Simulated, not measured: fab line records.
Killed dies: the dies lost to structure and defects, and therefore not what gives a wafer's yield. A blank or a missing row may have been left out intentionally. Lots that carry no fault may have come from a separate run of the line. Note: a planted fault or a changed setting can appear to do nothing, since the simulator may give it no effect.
Comparing a struck lot with a sound one || flow gf180mcu || 13 out of 602 route steps
Sound: these wafers, L495.1, L495.3, L495.4. The struck wafers were L509.2, L509.3, L509.5. Last of all comes the cause.
Each step with rows lists, per side, the tool, then ch with its chambers, then its first start. Under that, the readings that differ: sound wafers || struck wafers || difference of the means || sigmas: that difference in standard deviations of wafers without a fault.
alike: a reading whose means differ by less than 2 such deviations, as well as words and numbers matching on both sides. not compared: withheld readings; readings where some wafer has no value; bounds like >300 that might hide an equal value; numbers whose values overlap and for which the record gives no deviation.
A row with sigmas, a row that says differs or no value, or rows on one side alone: a step with any of these is where the two part. Non-overlapping numbers with no deviation appear without sigmas and do not part them. A reading that every wafer of one side lacks parts them only if that side has two wafers or more.

GF_SAB_OVL_MEAS_10:
  sound on overlay-01 at day 15 19:01; struck on overlay-02 at day 21 07:00
{"reading": "SAB_OVL (nm)", "sound": "-3.3 -4.4 -3.5", "struck": "1.2 2.1 2.1", "difference": "+5.5", "sigmas": "+4"}
GF_SAB_ETCH_11: etches SiO2 in C4F8/O2/Ar, target depth 55 nm, time 8.5 s.
  sound on rie_diel-01 ch 1,2,3, day 15 19:03; struck on rie_diel-01 ch 1,2, day 21 07:02
  alike: oes_product_au
  not compared: rf_hours_counter_h
then, 1 step without rows for these wafers: GF_SAB_WET_ETCH_12 (etches SiO2 in dHF, target depth 22 nm, time 440 s).
GF_SAB_STRIP_13: strips in O2/N2.
  sound on plasma_asher-01 ch 0,1, day 15 19:12; struck on plasma_asher-03 ch 0,1, day 21 07:11
  alike: drypump_motor_current_A, heater_power_w, oes_product_au, strip_time_to_endpoint_s
  not compared: rf_hours_counter_h
then, 2 steps without rows for these wafers: GF_SALICIDE_CLEAN_00 (cleans in SC1/SC2, time 150 s); GF_SALICIDE_WET_ETCH_01 (etches SiO2 in dHF, target depth 5 nm, time 100 s).
GF_SALICIDE_SPUTTER_02: material Co, target thk 10 nm, time 20 s.
  sound on pvd_sputter-04 at day 15 19:23; struck on pvd_sputter-01 at day 21 07:23
  alike: throttle_valve_pct
GF_SALICIDE_SPUTTER_03: material TiN, target thk 20 nm, time 16.7 s.
  sound on pvd_sputter-04 at day 15 19:25; struck on pvd_sputter-01 at day 21 07:25
  alike: throttle_valve_pct
GF_SALICIDE_RS_MEAS_04: the measuring method here is four-point-probe.
  sound on film_metro-04 at day 15 19:26; struck on film_metro-01 at day 21 07:28
  alike: SALICIDE_TIN_RS
GF_SALICIDE_THK_MEAS_05: measures by xrf.
  sound on film_metro-04 at day 15 19:34; struck on film_metro-01 at day 21 07:34
  alike: SALICIDE_TIN_THK
GF_SALICIDE_RTA_06: time 30 s.
  sound on rtp_anneal-02 ch 0, day 15 19:37; struck on rtp_anneal-01 ch 0, day 21 07:38
  alike: anneal_temp_c_max, chamber_o2_ppm, lamp_power_pct, wafer_temp_C_max
then, 1 step without rows for these wafers: GF_SALICIDE_WET_ETCH_07 (etches the open film in SPM, target depth 120 nm).
GF_SALICIDE_RTA_08: time 30 s.
  struck on rtp_anneal-02, day 21 07:49; sound on rtp_anneal-01 ch 0, day 15 19:49
  no value came back on the struck wafers for anneal_temp_c_max, chamber_o2_ppm, lamp_power_pct (%), wafer_temp_C_max; on the sound wafers anneal_temp_c_max reads 806.1 804.8 804.1

## WHERE THEY PART
Earliest at GF_SAB_OVL_MEAS_10; latest, in this record, at GF_SALICIDE_RTA_08.

WHY: whatever the simulator had introduced
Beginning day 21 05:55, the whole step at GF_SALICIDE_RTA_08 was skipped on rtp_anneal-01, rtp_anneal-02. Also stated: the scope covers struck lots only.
